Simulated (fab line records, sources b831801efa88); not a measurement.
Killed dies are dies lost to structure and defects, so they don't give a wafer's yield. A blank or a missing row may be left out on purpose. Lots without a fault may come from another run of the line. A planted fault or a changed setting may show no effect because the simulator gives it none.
A struck lot beside a sound one | flow gf180mcu | 22 steps out of a route of 602
Sound: wafers L940.4, L940.5, L940.6. Struck: wafers L946.3, L946.4, L946.5. The cause comes at the end.
At each step with rows: each side's tool, then ch and its chambers, then its first start. Under that, the readings that differ: sound wafers | struck wafers | difference of the means | sigmas: that difference in standard deviations of wafers without a fault.
alike: readings whose means differ by less than 2 such deviations, and words and numbers that are the same on both sides. not compared: withheld readings, readings that some wafer has no value for, bounds like >300 that may hide the same value, and numbers for which the record gives no deviation and whose values overlap.
The two part at a step that has a row with sigmas, a row that says differs or no value, or rows on one side only. Numbers that don't overlap but have no deviation are shown without sigmas and don't part them. A reading that every wafer of one side lacks parts them only if that side has two wafers or more.

first, 6 steps without rows for these wafers: GF_VT_IMPLANT_HMDS_23 (prime time 60 s); GF_VT_IMPLANT_COAT_24 (resist thk 1000 nm); GF_VT_IMPLANT_SOFTBAKE_25 (time 60 s); GF_VT_IMPLANT_EXPOSE_26 (exposes mask LVPWELL HV AREA, target cd 860 nm); GF_VT_IMPLANT_PEB_27; GF_VT_IMPLANT_DEVELOP_28 (develop time 60 s).
GF_VT_IMPLANT_OVL_MEAS_29:
  sound on overlay-02, day 7 03:22; struck on overlay-02, day 8 21:16
  reading                | sound         | struck      | difference | sigmas
  VT_IMPLANT_02_OVL (nm) | 0.7 -0.6 -0.2 | 3.3 3.5 1.6 | +2.8       | +2
then, 1 step without rows for these wafers: GF_VT_IMPLANT_IMPLANT_30.
GF_VT_IMPLANT_STRIP_31: strips in O2/N2.
  sound on plasma_asher-03 ch 0,1, day 7 03:34; struck on plasma_asher-04 ch 0,1, day 8 21:28
  alike: drypump_motor_current_A, heater_power_w, o2_flow_sccm, oes_product_au, strip_time_to_endpoint_s
  not compared: rf_hours_counter_h
GF_VT_IMPLANT_TW_MEAS_32:
  sound on film_metro-02, day 7 03:40; struck on film_metro-04, day 8 21:34
  reading         | sound       | struck      | difference | sigmas
  VT_IMPLANT_3_TW | 265 264 266 | 272 271 271 | +6         | +2
then, 2 steps without rows for these wafers: GF_VT_IMPLANT_DEHYDRATE_33 (time 60 s); GF_VT_IMPLANT_HMDS_34 (prime time 60 s).
GF_VT_IMPLANT_COAT_35: resist thk 1000 nm.
  sound on litho_track-02 ch 0, day 7 11:22; struck on litho_track-01 ch 0, day 9 05:33
  reading                                         | sound           | struck          | difference | sigmas
  model.NOVOLAK_of_VT_IMPLANT_COAT_35.thk_nm (nm) | 991 991.9 991.2 | 970.3 974 971.6 | -19.4      |
  alike: exhaust_pa, resist_line_temp_C
then, 3 steps without rows for these wafers: GF_VT_IMPLANT_SOFTBAKE_36 (time 60 s); GF_VT_IMPLANT_EXPOSE_37 (exposes mask Nwell HV AREA, target cd 860 nm); GF_VT_IMPLANT_PEB_38.
GF_VT_IMPLANT_DEVELOP_39: develop time 60 s.
  sound on litho_track-01 ch 0, day 7 19:14; struck on litho_track-02 ch 0, day 9 14:08
  reading                                         | sound             | struck            | difference | sigmas
  model.NOVOLAK_of_VT_IMPLANT_COAT_35.thk_nm (nm) | 990.6 991.5 990.8 | 969.9 973.5 971.2 | -19.4      |
  alike: exhaust_pa, resist_line_temp_C
GF_VT_IMPLANT_OVL_MEAS_40:
  sound on overlay-01, day 7 19:19; struck on overlay-01, day 9 14:15
  alike: VT_IMPLANT_03_OVL
then, 1 step without rows for these wafers: GF_VT_IMPLANT_IMPLANT_41.
GF_VT_IMPLANT_STRIP_42: strips in O2/N2.
  sound on plasma_asher-03 ch 0,1, day 7 19:31; struck on plasma_asher-04 ch 0,1, day 9 14:28
  reading                      | sound             | struck            | difference | sigmas
  oes_product_au (a.u.)        | 0.712 0.717 0.710 | 0.720 0.722 0.726 | +0.010     | +2
  strip_time_to_endpoint_s (s) | 12.53 12.53 12.52 | 12.30 12.34 12.29 | -0.22      | -5
  alike: drypump_motor_current_A, heater_power_w, o2_flow_sccm
  not compared: rf_hours_counter_h
GF_VT_IMPLANT_TW_MEAS_43:
  sound on film_metro-04, day 7 19:37; struck on film_metro-04, day 9 14:33
  alike: VT_IMPLANT_4_TW
then, 1 step without rows for these wafers: GF_PASSIVATION_PROBE_99.

WHERE THEY PART
First at GF_VT_IMPLANT_OVL_MEAS_29; last, within this record, at GF_VT_IMPLANT_STRIP_42. Later steps at which nothing parts them and some readings are alike: GF_VT_IMPLANT_TW_MEAS_43.

WHY: what the simulator had put in
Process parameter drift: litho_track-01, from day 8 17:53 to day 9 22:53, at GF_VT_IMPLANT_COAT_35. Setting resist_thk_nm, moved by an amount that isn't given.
